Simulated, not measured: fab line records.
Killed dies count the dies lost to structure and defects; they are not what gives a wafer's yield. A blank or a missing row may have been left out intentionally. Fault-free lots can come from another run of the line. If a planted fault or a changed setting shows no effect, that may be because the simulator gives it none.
2 desks, one fault + flow sky130 + every desk sees just its own numbers, and what lay behind them comes last

## FROM THE METROLOGY DESK
What the gauges read, lot by lot, whatever tool the lot ran on: means of the sampled wafers that have a number. Marked OUT: a lot whose mean sits more than 4 standard deviations from the usual mean, which makes it out of limits; the brackets give that distance.
Columns: A = INCOMING_BOW at SKY_FIELD_ISO_BOW_MEAS_00, usual 0 um; B = FIELD_ISO_OXIDATION_01_THK at SKY_FIELD_ISO_THK_MEAS_23, usual 9.95 nm; C = PWDE_OVL at SKY_PWDE_OVL_MEAS_07, usual 1.3 nm; D = NWELL_TW at SKY_NWELL_TW_MEAS_15, usual 1818; E = NWELL_RS at SKY_NWELL_RS_MEAS_29, usual 624.2 ohm/sq
| lot  | first seen here | A  | B     | C    | D    | E               |
|------|-----------------|----|-------|------|------|-----------------|
| L528 | day 1 10:02     | 4  | 9.77  | 0.6  | 1811 | 621.7           |
| L530 | day 1 20:02     | -1 | 9.76  | 1.3  | 1793 | 626.4           |
| L533 | day 2 11:00     | -1 | 9.69  | -1.8 | 1811 | 623.7           |
| L537 | day 3 07:02     | -5 | 9.59  | -1.6 | 1788 | 651.7 (+17) OUT |
| L539 | day 3 17:04     | -2 | 10.25 | 2.1  | 1770 | 657.2 (+21) OUT |
| L540 | day 3 22:00     | 3  | 9.90  | -0.3 | 1773 | 643.1 (+12) OUT |
| L543 | day 4 13:00     | 5  | 9.96  | -0.6 | 1815 | 623.4           |
| L544 | day 4 18:00     | -5 | 10.22 | 1.0  | 1839 | 624.3           |
| L546 | day 5 04:00     | 4  | 9.90  | 1.3  | 1837 | 622.8           |
| L548 | day 5 14:01     | -9 | 9.96  | 2.9  | 1830 | 622.7           |
| L550 | day 6 00:00     | 3  | 9.97  | 2.4  | 1812 | 625.0           |
| L551 | day 6 05:00     | 4  | 10.09 | 2.9  | 1815 | 624.7           |
This desk's result: L537, L539, L540 out of limits, first on L537 (NWELL_RS at SKY_NWELL_RS_MEAS_29), day 7 14:14. In limits: L528, L530, L533, L543, L544, L546, L548, L550, L551.

## DESK OF THE TOOL OWNER: implanter-02
The tool's own readings at SKY_NWELL_IMPLANT_11, given as means over the sampled wafers that have a number, one for each lot that went through this tool. Marked OUT: a lot whose mean sits more than 4 standard deviations from the usual mean, which makes it out of limits; the brackets give that distance.
Columns: A = beam on s at SKY_NWELL_IMPLANT_11, usual 10.00 s; B = faraday current uA at SKY_NWELL_IMPLANT_11, usual 107.1
| lot  | first seen here | A               | B                |
|------|-----------------|-----------------|------------------|
| L530 | day 5 07:59     | 10.11           | 105.9            |
| L533 | day 5 14:32     | 9.81            | 109.4            |
| L537 | day 6 18:08     | 9.07 (-4.2) OUT | 118.8 (+4.9) OUT |
| L539 | day 7 05:45     | 9.08 (-4.2) OUT | 118.7 (+4.8) OUT |
| L540 | day 7 11:02     | 9.46            | 114.1            |
This desk's verdict: out of limits on L537, L539, starting with L537 at day 6 18:08 (beam on s at SKY_NWELL_IMPLANT_11). In limits: L530, L533, L540.

## TAKEN TOGETHER
At day 6 18:08, on L537, L539, the tool owner's desk was in a position to raise an alarm.
At day 7 14:14 the metrology desk could have sounded an alarm, on L537, L539, L540.
The tool owner's desk has L540 on record, within its limits.
SKY_NWELL_IMPLANT_11 was run on implanter-02 by each of the lots named.

## WHAT WAS PUT IN BY THE SIMULATOR
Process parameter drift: implanter-02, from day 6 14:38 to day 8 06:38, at SKY_NWELL_IMPLANT_11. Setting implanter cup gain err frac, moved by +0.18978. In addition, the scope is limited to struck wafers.
Shown lots that were struck: L537, L539, L540.
Counting hours from when the fault started, the first reading out of limits came at 4 for the tool owner's desk and at 24 for the metrology desk.
